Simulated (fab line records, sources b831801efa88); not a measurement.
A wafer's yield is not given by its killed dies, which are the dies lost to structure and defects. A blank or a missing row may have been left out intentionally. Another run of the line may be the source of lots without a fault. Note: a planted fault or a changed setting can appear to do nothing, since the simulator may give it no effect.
Which of the tools did it?    flow gf180mcu    6 lots (18 wafers sampled), 1 step of a 602-step route

== WHAT THE GAUGES SHOWED, per wafer ==
GF_POLY_GATE_THK_MEAS_17.
lot   measured      on            POLY_GATE_OXIDATION_THK (nm)
L171  day 10 06:46  filmMetro-02  3.89 3.92 3.85
L173  day 10 19:11  filmMetro-03  4.06 3.99 4.03
L176  day 11 10:57  filmMetro-02  4.13 4.05 4.01
L183  day 13 17:54  filmMetro-02  4.03 3.95 4.05
L189  day 15 20:17  filmMetro-03  3.98 3.90 3.99
L191  day 16 04:26  filmMetro-01  4.04 4.05 4.11

== TOOL THAT RAN EACH LOT (tool first, then ch and the chambers of the sampled wafers, then the start) ==
The record shows no process step preceding these readings.

== THE ANSWER, worked out from the rows above alone ==
Rule: what is usual is taken from the lots themselves. The widest of any qualifying gaps counts: lots, ordered by their means at a reading, are off when they make up no more than a third of the lots, leave a main group of 4 or more, and stand apart from it by 3 or more times the standard deviation of that group's means. The tables above print the reading to a certain number of digits; a main group whose means all agree to those digits is not used. Also off: a lot with no number at a reading for which 4 or more lots have one. Any other lot the step has rows for is counted as sound.
No lot is off on any of the readings shown, so nothing can be concluded from this.

== WHAT THE SIMULATOR PUT IN ==
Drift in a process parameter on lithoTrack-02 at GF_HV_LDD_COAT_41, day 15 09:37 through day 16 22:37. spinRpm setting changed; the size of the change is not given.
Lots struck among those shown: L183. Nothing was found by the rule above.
